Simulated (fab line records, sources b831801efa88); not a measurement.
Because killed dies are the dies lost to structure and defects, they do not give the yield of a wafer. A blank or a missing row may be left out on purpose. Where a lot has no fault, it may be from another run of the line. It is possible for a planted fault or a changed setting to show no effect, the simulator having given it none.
Chamber matching -- flow sky130 -- SKY_LI_CONTACT_ETCH_14 on rie-diel-02: 4 sister chambers
The step etches BARC in N2/H2, stops on SiO2, time 45.9 s, target depth 60 nm. 8 wafers are shown with their chamber, then 7 later ones without.

WAFERS, EACH WITH ITS CHAMBER
wafer,chamber,drypump-motor-current-A (A),rf-fwd-power-W (W)
L540.1,3,5.9,497.2
L540.5,0,5.0,494.5
L548.6,2,5.1,491.2
L550.1,3,5.9,497.0
L550.2,2,5.2,498.1
L550.5,1,5.0,492.9
L555.1,1,5.0,490.7
L555.3,0,5.0,494.8

WAFERS MISSING THEIR CHAMBER
wafer,drypump-motor-current-A (A),rf-fwd-power-W (W)
L555.6,5.0,494.3
L561.2,5.2,495.9
L561.5,6.0,494.7
L561.6,5.2,495.3
L562.3,5.2,494.6
L562.4,5.9,497.2
L562.5,5.0,492.2

WHICH CHAMBER EACH ONE RAN IN
wafer,from the rows above,in truth
L555.6,can't be placed: 0 or 1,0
L561.2,2,2
L561.5,3,3
L561.6,2,2
L562.3,2,2
L562.4,3,3
L562.5,can't be placed: 1 or 0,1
5 of 7 placed correctly. These rows do not allow placing 2 (true chamber among the candidates in 2). Number placed wrongly: 0.
How it was worked out, from the rows above alone: a wafer's distance from a chamber is the root of the sum, over the readings, of the square of ((its reading less the chamber's mean) divided by the reading's scatter). The wafer belongs to the nearest chamber; if the next one is less than 2 further off, it can't be placed. A chamber's mean is the mean of its shown wafers. The scatter is the square root of a quotient: the sum, over the shown wafers, of each reading's squared deviation from its chamber's mean, divided by wafers minus chambers.
